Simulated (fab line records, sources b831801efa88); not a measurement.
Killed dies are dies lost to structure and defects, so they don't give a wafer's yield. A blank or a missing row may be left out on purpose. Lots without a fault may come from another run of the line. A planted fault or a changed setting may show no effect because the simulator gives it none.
One fault seen from 2 desks | flow gf180mcu | each desk has only its own numbers; what lay behind them comes last

THE TOOL OWNER'S DESK: litho_track-03
The tool's own readings at GF_VT_IMPLANT_DEVELOP_06 (develop time 60 s): means of the sampled wafers that have a number, for each lot that ran on this tool. A lot is out of limits, marked OUT, if its mean lies more than 4 standard deviations from the usual mean; the brackets give that distance.
Columns: A = chill_plate_temp_C at GF_VT_IMPLANT_DEVELOP_06, usual 23.02 C
lot  | first seen here | A
L272 | day 6 04:11     | 22.87
L273 | day 6 12:35     | 22.97
L280 | day 8 04:17     | 23.02
L282 | day 8 18:38     | 23.14
L284 | day 9 02:47     | 23.03
This desk's finding: nothing out of limits on any of the 5 lots.

THE METROLOGY DESK
What the gauges read, lot by lot, whatever tool the lot ran on: means of the sampled wafers that have a number. A lot is out of limits, marked OUT, if its mean lies more than 4 standard deviations from the usual mean; the brackets give that distance.
Columns: A = VT_IMPLANT_TW at GF_VT_IMPLANT_TW_MEAS_10, usual 563; B = cd_nm at GF_NSD_CD_MEAS_07, usual 400.1 nm
lot  | first seen here | A             | B
L270 | day 5 13:05     | 565           | 396.7
L271 | day 6 01:43     | 558           | 399.3
L272 | day 6 04:37     | 560           | 399.4
L273 | day 6 13:01     | 556           | 400.3
L274 | day 6 16:20     | 563           | 398.8
L280 | day 8 04:43     | 297 (-81) OUT | 402.0
L282 | day 8 19:04     | 297 (-81) OUT | 402.6
L284 | day 9 03:11     | 297 (-81) OUT | 398.3
L286 | day 9 17:50     | 564           | 395.7
L287 | day 9 23:10     | 568           | 400.5
L288 | day 10 11:01    | 561           | 397.6
L289 | day 10 15:48    | 563           | 398.9
L290 | day 10 17:45    | 561           | 403.2
L293 | day 11 15:42    | 561           | 400.4
This desk's finding: out of limits on L280, L282, L284; first on L280, day 8 04:43 (VT_IMPLANT_TW at GF_VT_IMPLANT_TW_MEAS_10). In limits: L270, L271, L272, L273, L274, L286, L287, L288, L289, L290, L293.

PUT TOGETHER
The metrology desk could have raised an alarm at day 8 04:43, on L280, L282, L284.
The tool owner's desk saw nothing out of limits.
The tool owner's desk has L280, L282, L284 on record, within its limits.
Of the lots named, all ran GF_VT_IMPLANT_DEVELOP_06 on litho_track-03.

WHAT THE SIMULATOR HAD PUT IN
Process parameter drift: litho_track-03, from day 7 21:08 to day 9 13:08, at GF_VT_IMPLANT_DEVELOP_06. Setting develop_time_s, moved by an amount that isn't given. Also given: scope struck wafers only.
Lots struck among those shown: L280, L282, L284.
Hours from the fault's start to each desk's first reading out of limits: the metrology desk, 8.
